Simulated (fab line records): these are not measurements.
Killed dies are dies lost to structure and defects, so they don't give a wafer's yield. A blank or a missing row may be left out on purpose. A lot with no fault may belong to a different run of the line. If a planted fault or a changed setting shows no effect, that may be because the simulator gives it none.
fab line records	flow gf180mcu
[record] lots = 13	wafers = 39	last_day = 34
route steps=602 shown STI@16 NWELL@49 MVSD@73 MVPSD@86
lots that met no fault: from a run of the same line without faults
start_h: hours from the record's opening day to when the first of the lot's shown wafers began	wait_h: hours from the lot's prior step to this one	" identical to the entry in the row above	L1.1+2: a row that stands for several wafers	- no value present, or no start provided	* or withheld: withheld	< > ~ a bound
route shown NAME@n: NAME is a module with steps in the file, n the number in the route of the first one	usual: the fault-free wafers' mean and standard deviation	same: alike in all rows	chamber/n: place in a boat	sites: readings site by site	_std_site: standard deviation of those values	_edge_site: outer sites' mean less inner sites'	radius_mm: how far each site lies from the wafer's centre	mask NAME#n: copy n	behind: tool/chamber where the wafer was last shaped	hold: why the lot was held/for how many hours/how that ended	device: names the non-switching transistor (n, p or np)	end of line: the same wafers' tests at the end of the route	where a step has no rows: the recipe by itself	killed: count of dies lost to structure and defects at first sort (not the wafer's yield)	map: a wafer's dies, x killed, . not, _ none there
set.NAME: the setting as run; set.NAME@STEP: as run at that earlier step	model.NAME: the simulator's own value behind a step, which no gauge read
a sample of lots followed through the steps of the route, with each step as a table and each wafer as a row
services: when a tool's chamber went out of use (start_h, in hours from the record's first day, below 0 if earlier), for how many hours, and the reason
[[steps]]
[step GF_STI_STRIP_15]
[recipe] chemistry = O2/N2	power_w = 1400	pressure_mtorr = 1500	platen_temp_c = 250	o2_flow_sccm = 3000	n2_flow_sccm = 300	overash_fraction = 0.5
[usual] drypump_motor_current_A = 5.5/0.45	heater_power_w = 343/19	oes_product_au = 0.384/0.005	strip_time_to_endpoint_s = 3.72/0.038
lot.wafer	tool	chamber	start_h	wait_h	drypump_motor_current_A	heater_power_w	oes_product_au	rf_hours_counter_h	strip_time_to_endpoint_s
L402.2	plasma_asher-02	0	25.35	0.0	5.8	361	0.386	38	3.78
L402.3	"	1	"	"	5.5	364	0.386	-	3.73
L402.4	"	0	"	"	5.8	361	0.384	-	3.75
L403.3	plasma_asher-03	0	30.62	0.1	5.1	334	0.386	-	3.68
L403.5	"	0	"	"	5.1	331	0.385	-	3.69
L403.6	"	1	"	"	6.2	346	0.388	-	3.67
L405.3	plasma_asher-03	1	42.11	0.1	6.2	345	0.378	-	3.71
L405.4	"	0	"	"	5.1	324	0.377	-	3.66
L405.6	"	1	"	"	6.2	349	0.388	-	3.73
L406.2	plasma_asher-01	1	47.23	0.0	4.9	336	0.380	27	3.67
L406.3	"	1	"	"	5.0	338	0.375	-	3.67
L406.6	"	0	"	"	5.6	311	0.376	-	3.68
L408.1	plasma_asher-01	0	56.18	0.0	5.6	308	0.385	28	3.75
L408.2	"	1	"	"	5.0	340	0.386	28	3.72
L408.3	"	0	"	"	5.6	306	0.384	-	3.72
L417.2	plasma_asher-02	0	104.90	0.0	5.8	358	0.389	44	3.68
L417.3	"	0	"	"	5.8	361	0.387	-	3.68
L417.6	"	1	"	"	5.5	379	0.383	-	3.69
L418.1	plasma_asher-02	0	111.73	0.0	5.8	361	0.378	45	3.73
L418.4	"	1	"	"	5.5	370	0.389	-	3.71
L418.5	"	1	"	"	5.5	369	0.383	-	3.65
L419.1	plasma_asher-02	1	112.68	0.0	5.5	382	0.386	45	3.72
L419.2	"	0	"	"	5.8	370	0.386	45	3.72
L419.3	"	1	"	"	5.5	375	0.384	-	3.71
L420.1	plasma_asher-03	1	120.73	0.0	6.2	341	0.393	0	3.77
L420.3	"	1	"	"	6.2	345	0.382	-	3.72
L420.4	"	0	"	"	5.1	327	0.378	-	3.73
L421.1	plasma_asher-02	0	125.95	0.0	5.8	359	0.388	47	3.72
L421.2	"	1	"	"	5.5	382	0.385	47	3.74
L421.6	"	1	"	"	5.5	374	0.377	-	3.75
L422.1	plasma_asher-03	1	128.83	0.0	6.2	350	0.385	1	3.78
L422.2	"	0	"	"	5.0	329	0.384	1	3.79
L422.6	"	1	"	"	6.2	341	0.387	-	3.79
L423.1	plasma_asher-01	1	134.83	0.0	4.9	339	0.387	36	3.70
L423.2	"	0	"	"	5.6	300	0.375	36	3.65
L423.3	"	1	"	"	4.9	347	0.386	-	3.75
L425.1	plasma_asher-03	1	144.33	0.0	6.1	342	0.390	3	3.77
L425.3	"	0	"	"	5.0	327	0.382	-	3.77
L425.4	"	1	"	"	6.1	349	0.378	-	3.76
[step GF_NWELL_OVL_MEAS_07]
[usual] NWELL_OVL = 0.4/1.3
lot.wafer	tool	chamber	start_h	wait_h	NWELL_OVL[nm]
L402.2	overlay-01	-	54.78	-	0.0
L402.3	"	-	"	"	-0.3
L402.4	"	-	"	"	0.0
L403.3	overlay-01	-	62.28	-	0.1
L403.5	"	-	"	"	1.9
L403.6	"	-	"	"	1.7
L405.3	overlay-01	-	72.19	-	2.0
L405.4	"	-	"	"	1.6
L405.6	"	-	"	"	0.8
L406.2	overlay-01	-	77.83	-	0.3
L406.3	"	-	"	"	0.3
L406.6	"	-	"	"	1.4
L408.1	overlay-02	-	87.63	-	1.0
L408.2	"	-	"	"	0.6
L408.3	"	-	"	"	0.5
L417.2	overlay-02	-	138.61	-	1.3
L417.3	"	-	"	"	0.9
L417.6	"	-	"	"	2.0
L418.1	overlay-01	-	145.01	-	0.1
L418.4	"	-	"	"	1.2
L418.5	"	-	"	"	0.4
L419.1	overlay-02	-	147.62	-	-0.6
L419.2	"	-	"	"	0.0
L419.3	"	-	"	"	-1.0
L420.1	overlay-02	-	154.92	-	-1.8
L420.3	"	-	"	"	-0.5
L420.4	"	-	"	"	1.1
L421.1	overlay-01	-	159.52	-	1.2
L421.2	"	-	"	"	-0.4
L421.6	"	-	"	"	1.6
L422.1	overlay-02	-	168.62	-	2.8
L422.2	"	-	"	"	0.1
L422.6	"	-	"	"	0.0
L423.1	overlay-02	-	181.26	-	-2.1
L423.2	"	-	"	"	-2.0
L423.3	"	-	"	"	-2.5
L425.1	overlay-02	-	194.02	-	-0.3
L425.3	"	-	"	"	0.3
L425.4	"	-	"	"	0.0
[step GF_MVSD_OVL_MEAS_07]
[usual] MVSD_OVL = 0.4/1.4
lot.wafer	tool	chamber	start_h	wait_h	MVSD_OVL[nm]
L402.2	overlay-02	-	81.87	-	0.7
L402.3	"	-	"	"	1.3
L402.4	"	-	"	"	2.2
L403.3	overlay-01	-	90.02	-	-0.5
L403.5	"	-	"	"	1.5
L403.6	"	-	"	"	0.7
L405.3	overlay-02	-	98.89	-	-1.2
L405.4	"	-	"	"	0.1
L405.6	"	-	"	"	0.0
L406.2	overlay-01	-	106.16	-	0.6
L406.3	"	-	"	"	1.4
L406.6	"	-	"	"	0.3
L408.1	overlay-02	-	115.05	-	-1.7
L408.2	"	-	"	"	-0.9
L408.3	"	-	"	"	-2.4
L417.2	overlay-01	-	168.46	-	2.6
L417.3	"	-	"	"	0.9
L417.6	"	-	"	"	0.5
L418.1	overlay-02	-	176.11	-	2.7
L418.4	"	-	"	"	3.7
L418.5	"	-	"	"	2.2
L419.1	overlay-01	-	178.01	-	0.6
L419.2	"	-	"	"	1.1
L419.3	"	-	"	"	1.4
L420.1	overlay-02	-	187.37	-	1.4
L420.3	"	-	"	"	0.2
L420.4	"	-	"	"	0.5
L421.1	overlay-02	-	191.51	-	2.5
L421.2	"	-	"	"	2.2
L421.6	"	-	"	"	2.5
L422.1	overlay-02	-	202.10	-	-0.3
L422.2	"	-	"	"	0.9
L422.6	"	-	"	"	0.4
L423.1	overlay-02	-	215.87	-	-1.4
L423.2	"	-	"	"	-1.1
L423.3	"	-	"	"	-1.7
L425.1	overlay-02	-	230.10	-	0.3
L425.3	"	-	"	"	1.1
L425.4	"	-	"	"	1.6
[step GF_MVPSD_IMPLANT_08]
[recipe] species = B	energy_kev = 170	dose_cm2 = 1.5e+13	tilt_deg = 0
[usual] beam_energy_keV = 170.00/0.055
lot.wafer	tool	chamber	start_h	wait_h	beam_energy_keV
L402.2	implanter-01	0	95.67	0.0	169.89
L402.3	"	0	"	"	169.85
L402.4	"	0	"	"	169.94
L403.3	implanter-01	0	104.49	0.1	170.04
L403.5	"	0	"	"	170.04
L403.6	"	0	"	"	170.13
L405.3	implanter-01	0	113.61	0.1	169.99
L405.4	"	0	"	"	170.01
L405.6	"	0	"	"	169.96
L406.2	implanter-03	0	120.88	0.0	170.04
L406.3	"	0	"	"	169.98
L406.6	"	0	"	"	170.12
L408.1	implanter-03	0	129.71	0.0	169.96
L408.2	"	0	"	"	170.01
L408.3	"	0	"	"	170.03
L417.2	implanter-03	0	185.11	0.0	192.20
L417.3	"	0	"	"	192.15
L417.6	"	0	"	"	192.19
L418.1	implanter-03	0	193.49	0.0	192.12
L418.4	"	0	"	"	192.20
L418.5	"	0	"	"	192.18
L419.1	implanter-01	0	194.71	0.0	169.90
L419.2	"	0	"	"	169.95
L419.3	"	0	"	"	169.95
L420.1	implanter-02	0	204.24	0.0	170.01
L420.3	"	0	"	"	170.04
L420.4	"	0	"	"	170.02
L421.1	implanter-02	0	209.29	0.0	170.00
L421.2	"	0	"	"	169.95
L421.6	"	0	"	"	169.95
L422.1	implanter-02	0	219.91	0.0	170.03
L422.2	"	0	"	"	170.03
L422.6	"	0	"	"	170.10
L423.1	implanter-01	0	234.71	0.0	170.00
L423.2	"	0	"	"	170.04
L423.3	"	0	"	"	170.06
L425.1	implanter-02	0	248.24	0.0	170.08
L425.3	"	0	"	"	170.03
L425.4	"	0	"	"	170.07
[step GF_VT_IMPLANT_RS_MEAS_49]
[recipe] thk_meas_gauge = four-point-probe
[usual] MVPSD_RS = 1169/3.5
lot.wafer	tool	chamber	start_h	wait_h	MVPSD_RS[ohm/sq]
L402.2	film_metro-03	-	154.46	0.1	1172
L402.3	"	-	"	"	1170
L402.4	"	-	"	"	1174
L403.3	film_metro-02	-	164.00	0.1	1173
L403.5	"	-	"	"	1174
L403.6	"	-	"	"	1172
L405.3	film_metro-03	-	173.37	0.1	1165
L405.4	"	-	"	"	1171
L405.6	"	-	"	"	1169
L406.2	film_metro-02	-	181.49	0.1	1168
L406.3	"	-	"	"	1165
L406.6	"	-	"	"	1165
L408.1	film_metro-04	-	191.93	0.1	1174
L408.2	"	-	"	"	1173
L408.3	"	-	"	"	1172
L417.2	film_metro-03	-	255.70	0.1	1143
L417.3	"	-	"	"	1147
L417.6	"	-	"	"	1142
L418.1	film_metro-04	-	267.48	0.1	1145
L418.4	"	-	"	"	1148
L418.5	"	-	"	"	1145
L419.1	film_metro-04	-	268.56	0.1	1170
L419.2	"	-	"	"	1172
L419.3	"	-	"	"	1168
L420.1	film_metro-03	-	277.93	0.1	1164
L420.3	"	-	"	"	1161
L420.4	"	-	"	"	1164
L421.1	film_metro-02	-	284.66	0.1	1165
L421.2	"	-	"	"	1170
L421.6	"	-	"	"	1167
L422.1	film_metro-02	-	296.93	0.1	1176
L422.2	"	-	"	"	1178
L422.6	"	-	"	"	1175
L423.1	film_metro-03	-	313.18	0.1	1166
L423.2	"	-	"	"	1163
L423.3	"	-	"	"	1166
L425.1	film_metro-02	-	327.61	0.1	1171
L425.3	"	-	"	"	1169
L425.4	"	-	"	"	1169
[[services]]
tool	chamber	start_h	hours	kind
implanter-01	-	19.40	13.8	repair
implanter-01	-	27.28	1.1	repair
plasma_asher-02	-	27.59	14.6	pm
implanter-02	-	28.46	5.1	repair
implanter-03	-	37.46	3.3	pm
implanter-02	-	61.46	1.0	repair
plasma_asher-02	-	64.98	6.2	repair
implanter-02	-	92.79	1.5	repair
implanter-02	-	103.63	44.2	repair
plasma_asher-01	-	108.01	2.8	pm
plasma_asher-03	-	108.75	9.0	pm
plasma_asher-03	0	108.75	9.0	vent_cycle
plasma_asher-03	1	108.75	9.0	vent_cycle
plasma_asher-03	0	117.75	-	clean
plasma_asher-03	1	117.75	-	clean
implanter-02	-	120.71	5.5	repair
implanter-03	-	145.82	1.8	repair
implanter-02	-	156.20	3.8	repair
implanter-03	-	204.33	1.4	repair
implanter-02	-	213.06	4.2	repair
implanter-01	-	219.62	9.0	pm
implanter-01	-	229.69	2.5	repair
implanter-01	-	236.47	1.2	repair
implanter-02	-	243.88	1.2	repair
[[key]]
[first_sign] step = GF_MVPSD_IMPLANT_08	reading = beam_energy_keV	direction = up	sigmas = 99+	usual = 170.00	struck = 192.17
[effect] step = GF_VT_IMPLANT_RS_MEAS_49	reading = MVPSD_RS	direction = down	sigmas = 6.8	usual = 1169	struck = 1145
met_at GF_MVPSD_IMPLANT_08
struck_lots L417,L418
tester_left_out L417,L418
not_acting_at GF_STI_STRIP_15,GF_NWELL_OVL_MEAS_07,GF_MVSD_OVL_MEAS_07
onset_between 129.71 185.11
[fault] kind = process_parameter_drift	tool = implanter-03	chamber = -	onset_h = 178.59	steps = GF_MVPSD_IMPLANT_08	channel = energy_kev	offset = 22.18	shape = step	end_h = 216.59	acts_in = these_recipes_only	stated = 170
// tester_left_out: of these lots the tester's yield and bins aren't shown, on N5 and GAA mostly nor the transistor test; their killed dies are dies lost to structure and defects alone, not to doping, threshold or leakage, so they don't give the yield
